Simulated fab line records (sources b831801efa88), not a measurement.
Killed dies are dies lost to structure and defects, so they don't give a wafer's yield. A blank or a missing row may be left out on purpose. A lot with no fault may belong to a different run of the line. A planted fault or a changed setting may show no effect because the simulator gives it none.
Problem report in the 8D (eight disciplines) form, filled by code :: flow sky130 :: the parts of the form that need people (team, actions taken, sign-off) are left out

1. THE PROBLEM
dose-ions-cm2 at SKY_LDD_N_IMPLANT_13 reads a mean of 3.706e+12 on 6 wafers of 2 lots; wafers without a fault read 4.999e+12 with a standard deviation of 5.5e+09. That is -99 or more standard deviations from the usual mean.
Earliest sighting: wafer L293.2 on implanter-01 at day 23 01:03. Wafers with a number at this step in the record: 39, from 13 lots. Rule for "out" (also "out of limits"): further than 4 standard deviations from the usual mean. The other wafers with a number count as sound.

2. WHAT IT IS, AND WHAT IT ISN'T
question: which readings at this step
is: dose-ions-cm2, faraday-current-uA
is not: end-station-pressure-torr

question: which lots
is: L293, L294
is not: L280, L282, L283, L284, L285, L286, L287, L288, L289, L297, L302

question: which wafers of those lots
is: all that have a number
is not: -

question: read on which tools
is: implanter-01
is not: implanter-02, implanter-03

question: when
is: from day 23 01:03
is not: up to then (27 sound wafers); but 6 sound wafers of L297, L302 came after

3. WHAT RULES OUT EACH SUSPECT
Counting: any tool at a process step up to the reading is kept as a suspect provided that every lot that is out went through it and no sound lot did after the first of them.
- implanter-01 at SKY_LDD_N_IMPLANT_13: kept. Every lot that is out went through it, starting with L293 (day 23 01:03), and after that it ran no sound lot; the last sound lot it ran before then is L289 (day 21 11:43). Out on those wafers are its own readings of dose-ions-cm2, faraday-current-uA.
After counting, what remains is implanter-01 at SKY_LDD_N_IMPLANT_13.

4. THE CAUSE (what the simulator had put in)
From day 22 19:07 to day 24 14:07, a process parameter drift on implanter-01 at SKY_LDD_N_IMPLANT_13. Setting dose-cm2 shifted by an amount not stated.
This tool alone remained once counting was done.

5. SEQUENCE OF EFFECTS, ordered by route
Each row: a reading whose mean over the struck wafers that have a number lies more than 3 standard deviations from the usual. Scope: only readings with a usual standard deviation given in the record; hours: median across lots of the time from each lot's start at the first step in this table that gives one to its start at this step; sigmas: change in usual standard deviations.
hours: 0
step: SKY_LDD_N_IMPLANT_13
reading: dose-ions-cm2
usual: 4.999e+12
on struck wafers: 3.706e+12
change: -1.293e+12
sigmas: -99 or more

hours: 0
step: SKY_LDD_N_IMPLANT_13
reading: faraday-current-uA
usual: 28.2
on struck wafers: 21.1
change: -7.1
sigmas: -12
The process steps in it:
- SKY_LDD_N_IMPLANT_13
Later steps that measure or inspect, where all struck wafers having a row at the step show a number for every such reading and not one has moved that far: SKY_METAL1_OVL_MEAS_16, SKY_VIA1_OVL_MEAS_13.

6. WHAT WOULD HAVE CAUGHT IT SOONER
In this record no reading fell out of limits until day 23 01:03, 6 hours after the fault had begun at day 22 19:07.
